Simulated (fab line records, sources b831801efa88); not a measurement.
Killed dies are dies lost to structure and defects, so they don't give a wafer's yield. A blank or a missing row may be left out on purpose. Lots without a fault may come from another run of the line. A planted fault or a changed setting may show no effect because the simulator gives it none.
Which tool did it? | flow gf180mcu | 7 lots, 21 wafers sampled, at 4 steps of a route of 602

WHAT THE GAUGES READ, wafer by wafer
GF_CONTACT_THK_MEAS_03.
lot  | measured     | on            | CONTACT_CVD_02_THK (nm)
L715 | day 15 18:28 | film_metro-04 | 849 844 869
L718 | day 16 14:23 | film_metro-03 | 862 860 865
L731 | day 21 12:51 | film_metro-04 | 864 868 872
L733 | day 22 10:09 | film_metro-03 | 867 863 869
L735 | day 23 10:12 | film_metro-04 | 862 856 866

WHICH TOOL RAN EACH LOT (tool, then ch and the chambers of the sampled wafers, then the start)
lot  | GF_MVSD_STRIP_10                     | GF_VT_IMPLANT_EXPOSE_04             | GF_HV_LDD_STRIP_22
L715 | plasma_asher-01 ch 0,1, day 4 22:25  | iline_stepper-01 ch 0, day 5 19:50  | plasma_asher-03 ch 0,1, day 11 07:13
L718 | plasma_asher-02 ch 0,1, day 5 14:08  | iline_stepper-01 ch 0, day 6 12:31  | plasma_asher-01 ch 0,1, day 12 01:11
L726 | plasma_asher-02 ch 0,1, day 7 13:02  | iline_stepper-02, day 8 12:56       | -
L728 | plasma_asher-03 ch 1, day 8 00:47    | iline_stepper-02, day 9 01:50       | -
L731 | plasma_asher-02 ch 0,1, day 8 19:43  | iline_stepper-01 ch 0, day 9 21:28  | plasma_asher-03 ch 0,1, day 16 08:10
L733 | plasma_asher-02 ch 0,1, day 9 10:26  | iline_stepper-01 ch 0, day 10 13:16 | plasma_asher-03 ch 0,1, day 17 05:28
L735 | plasma_asher-03 ch 0,1, day 10 00:34 | iline_stepper-02 ch 0, day 11 05:13 | plasma_asher-01 ch 0,1, day 18 06:49
- GF_MVSD_STRIP_10: strips in O2/N2.
- GF_VT_IMPLANT_EXPOSE_04: exposes mask LVPWELL LV AREA, target cd 600 nm.
- GF_HV_LDD_STRIP_22: strips in O2/N2.

THE ANSWER, worked out from the rows above alone
Rule: what is usual is taken from the lots themselves. Put in order of their means at a reading, lots are off if they are a third of the lots or fewer, leave a main group of 4 or more, and stand apart from it by a gap of 3 or more times the standard deviation of the main group's means; of several such gaps the widest counts. A main group whose means are all the same, to the digits that the tables above print for the reading, isn't used. A lot without any number at a reading at which 4 lots or more have one is off too. The other lots that the step has rows for count as sound.
No lot is off at any reading shown: from this, nothing can be told.

WHAT THE SIMULATOR HAD PUT IN
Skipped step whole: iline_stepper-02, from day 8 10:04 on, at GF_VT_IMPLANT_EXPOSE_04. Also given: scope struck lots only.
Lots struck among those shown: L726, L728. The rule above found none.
